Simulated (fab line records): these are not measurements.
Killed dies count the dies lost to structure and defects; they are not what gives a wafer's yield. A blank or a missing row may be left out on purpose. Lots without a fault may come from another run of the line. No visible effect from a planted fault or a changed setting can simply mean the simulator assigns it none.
A lot that was struck, set against a sound lot	flow gf180mcu	21 out of 602 route steps
Sound: the wafers L543.1, L543.2, L543.6. Wafers struck: L553.2, L553.3, L553.5. Last of all comes the cause.
For every step that has rows: the tool of each side, followed by ch and its chambers, followed by its first start. Under that, the readings that differ: sound wafers	struck wafers	difference of the means	sigmas: that difference in standard deviations of wafers without a fault.
alike: readings whose means differ by less than 2 such deviations, and words and numbers that are the same on both sides. not compared: withheld readings, readings that some wafer has no value for, bounds like >300 that may hide the same value, and numbers for which the record gives no deviation and whose values overlap.
Wherever a step has rows on one side only, a row that says differs or no value, or a row with sigmas, the two part there. When numbers do not overlap yet have no deviation, they are printed without sigmas and do not part them. A reading missing from all wafers of one side parts the sides only when that side holds two or more wafers.

first, 1 step without rows for these wafers: GF_NSD_IMPLANT_10.
GF_NSD_STRIP_11: strips in O2/N2.
  sound on plasma asher-03 ch 0,1, day 13 19:29; struck on plasma asher-01 ch 0,1, day 17 02:41
  alike: drypump motor current A, heater power w, oes product au, platen temp c, strip time to endpoint s
  not compared: rf hours counter h
GF_NSD_TW_MEAS_12:
  sound: film metro-03 at day 13 19:35; struck: film metro-01 at day 17 02:47
reading	sound	struck	difference	sigmas
NSD_TW	4292 4305 4335	4200 4166 4182	-128	-3
then, 7 steps without rows for these wafers: GF_PSD_DEHYDRATE_00 (time 60 s); GF_PSD_HMDS_01 (prime time 60 s); GF_PSD_COAT_02 (resist thk 1000 nm); GF_PSD_SOFTBAKE_03 (time 60 s); GF_PSD_EXPOSE_04 (exposes mask Pplus, target cd 400 nm); GF_PSD_PEB_05; GF_PSD_DEVELOP_06 (develop time 60 s).
GF_PSD_CD_MEAS_07: target cd 400 nm.
  sound: cd sem-02 at day 14 16:50; struck: cd sem-01 at day 18 01:16
  alike: cd nm
GF_PSD_OVL_MEAS_08:
  sound: overlay-02 at day 14 16:58; struck: overlay-02 at day 18 01:22
  alike: PSD_OVL
GF_PSD_IMPLANT_09:
  sound on implanter-01 ch 0, day 14 17:00; struck on implanter-01 ch 0, day 18 01:25
reading	sound	struck	difference	sigmas
implant ion amu	49 49 49	11 11 11	-38	
model.implant.rp nm (nm)	29.75 29.75 29.75	128.4 128.4 128.4	+98.7	
model.implant.drp nm (nm)	15.87 15.87 15.87	51.31 51.31 51.31	+35.44	
  alike: dose ions cm2, faraday current uA, tilt deg
GF_PSD_STRIP_10: strips in O2/N2.
  sound on plasma asher-02 ch 0,1, day 14 17:09; struck on plasma asher-04 ch 0,1, day 18 01:33
reading	sound	struck	difference	sigmas
heater power w (W)	380 364 369	325 335 329	-41	-2
oes product au (a.u.)	0.595 0.584 0.585	0.630 0.634 0.631	+0.044	+10
strip time to endpoint s (s)	16.53 16.56 16.56	14.80 14.82 14.79	-1.75	-47
  alike: drypump motor current A, platen temp c
  not compared: rf hours counter h
GF_PSD_TW_MEAS_11:
  sound: film metro-02 at day 14 17:15; struck: film metro-01 at day 18 01:40
reading	sound	struck	difference	sigmas
PSD_TW	3138 3122 3134	2137 2118 2119	-1007	-34
then, 1 step without rows for these wafers: GF_PSD_CLEAN_12 (cleans in SC1/SC2, time 150 s).
GF_PSD_RTA_13: time 20 s.
  sound on rtp anneal-01 ch 0, day 14 17:22; struck on rtp anneal-01 ch 0, day 18 01:46
  alike: lamp power pct, wafer_temp_C_max
GF_PSD_RS_MEAS_14: measures by four-point-probe.
  sound: film metro-03 at day 14 17:26; struck: film metro-01 at day 18 01:52
  alike: NSD_RS
GF_PSD_RS_MEAS_15: measures by four-point-probe.
  sound: film metro-03 at day 14 17:34; struck: film metro-01 at day 18 01:59
reading	sound	struck	difference	sigmas
PSD_RS (ohm/sq)	108.73 108.91 108.87	78.96 79.35 78.91	-29.76	-99 or more
GF_SAB_CVD_00: deposits SiO2 from TEOS, target thk 50 nm, time 4.9302 s.
  sound on pecvd-01 ch 0,1,2, day 14 17:41; struck on pecvd-01 ch 0,1,2, day 18 02:05
  alike: heater power w
GF_PASSIVATION_PROBE_99:
  sound wafers here have rows in the record (prober-02, day 29 11:59); struck ones have none

== WHERE THEY PART ==
Earliest at GF_NSD_TW_MEAS_12; latest, in this record, at GF_PASSIVATION_PROBE_99.

WHY: the cause the simulator had injected
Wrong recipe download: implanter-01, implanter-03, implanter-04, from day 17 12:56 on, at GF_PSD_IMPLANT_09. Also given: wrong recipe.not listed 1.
